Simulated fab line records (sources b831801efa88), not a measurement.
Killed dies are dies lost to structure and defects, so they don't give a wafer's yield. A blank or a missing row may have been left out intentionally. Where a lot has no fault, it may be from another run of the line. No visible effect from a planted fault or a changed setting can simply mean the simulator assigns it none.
Split-lot study -- flow sky130 -- on a route of 708 steps: 5 lots, 23 wafers read

THE SPLIT ITSELF
At SKY_LDD_N_IMPLANT_13, the setting energy-kev was moved away from the recipe's 50 on 10 of the 23 wafers read, by -5.6% to +3.3%. The other wafers ran this setting at the recipe's value.

The reading comes from the split's own step.

THE READING
The simulator's own value implant.drp-nm, read by no gauge, in nm at SKY_LDD_N_IMPLANT_13. No usual value for it is given in the file.

wafer,"tool, chamber at the split",energy-kev as run,against the recipe,"implant.drp-nm, nm",against lot-mates on the recipe
L077.2,"implanter-03, 0",50,recipe,18.83,-
L077.3,"implanter-03, 0",50,recipe,18.83,-
L077.5,"implanter-03, 0",50,recipe,18.83,-
L080.1,"implanter-03, 0",50,recipe,18.83,-
L080.3,"implanter-03, 0",50,recipe,18.83,-
L080.2,"implanter-03, 0",47.89,-4.2%,18.25,-0.58
L080.5,"implanter-03, 0",47.89,-4.2%,18.25,-0.58
L080.6,"implanter-03, 0",47.89,-4.2%,18.25,-0.58
L081.1,"implanter-01, 0",47.18,-5.6%,18.06,-0.77
L081.3,"implanter-01, 0",47.18,-5.6%,18.06,-0.77
L081.5,"implanter-01, 0",47.18,-5.6%,18.06,-0.77
L081.2,"implanter-01, 0",50,recipe,18.83,-
L081.4,"implanter-01, 0",50,recipe,18.83,-
L082.2,"implanter-03, 0",51.63,+3.3%,19.28,+0.45
L082.6,"implanter-03, 0",51.63,+3.3%,19.28,+0.45
L082.3,"implanter-03, 0",50,recipe,18.83,-
L082.4,"implanter-03, 0",50,recipe,18.83,-
L082.5,"implanter-03, 0",50,recipe,18.83,-
L084.1,"implanter-02, 0",51.61,+3.2%,19.28,+0.45
L084.2,"implanter-02, 0",51.61,+3.2%,19.28,+0.45
L084.4,"implanter-02, 0",50,recipe,18.83,-
L084.5,"implanter-02, 0",50,recipe,18.83,-
L084.6,"implanter-02, 0",50,recipe,18.83,-

THE FIT
A straight line over all 23 wafers: implant.drp-nm changes by +0.137 nm for each +1% of energy-kev; r = +1.00; the points scatter about the line by 0.0026 nm.
The same after taking each lot's own level away (the mean of its wafers on the recipe; 23 wafers): +0.137 nm for each +1%; r = +1.00; scatter 0.0026 nm.
According to that fit, moving energy-kev by its largest amount changes the reading by 0.78 nm.
The lots' own levels span 18.830 to 18.830 nm.
The two slopes are in agreement: the lot-to-lot level therefore moves the slope only a little.
Check: for one of the wafers moved furthest among these (-5.6%), held out of the fit, the line's prediction against its lot-mates is -0.774 nm. Against them it came out at -0.77 nm.

OTHER SPLITS ON THESE WAFERS
Other splits were also applied to these wafers ahead of the reading. Each is held against what the fit with the lots' levels taken away leaves over:
other split on the same wafers,wafers away from the commonest value,r with implant.drp-nm (lot level and that fit taken away)
SKY_VT_ADJUST_HVTR_IMPLANT_09 dose-cm2,5,+0.07
SKY_VT_ADJUST_PCH_IMPLANT_08 energy-kev,10,+0.11
SKY_SONOS_TUNNEL_DEVELOP_06 develop-time-s,9,-0.01
SKY_SONOS_ONO_OXIDATION_00 temp-c,18,+0.06
SKY_RES_PROTECT_COAT_02 spin-rpm,10,-0.25
SKY_POLY_GATE_CVD_03 pressure-mtorr,15,-0.43
SKY_POLY_GATE_SOFTBAKE_09 temp-c,5,-0.54

THE WHOLE CHAIN: every reading that the file lists as answering this split, in the file's order
step,what it does,reading,change (the file's fit),r (the file's)
SKY_LDD_N_IMPLANT_13,,"implant.rp-nm (the simulator's own value, which no gauge read)",+0.319 nm for each +1% of the setting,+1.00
SKY_LDD_N_IMPLANT_13,,"implant.drp-nm (the simulator's own value, which no gauge read)",+0.138 nm for each +1% of the setting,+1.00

FILE'S OWN FIT
implant.drp-nm changes by +0.138 nm for each +1% of energy-kev, r = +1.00.
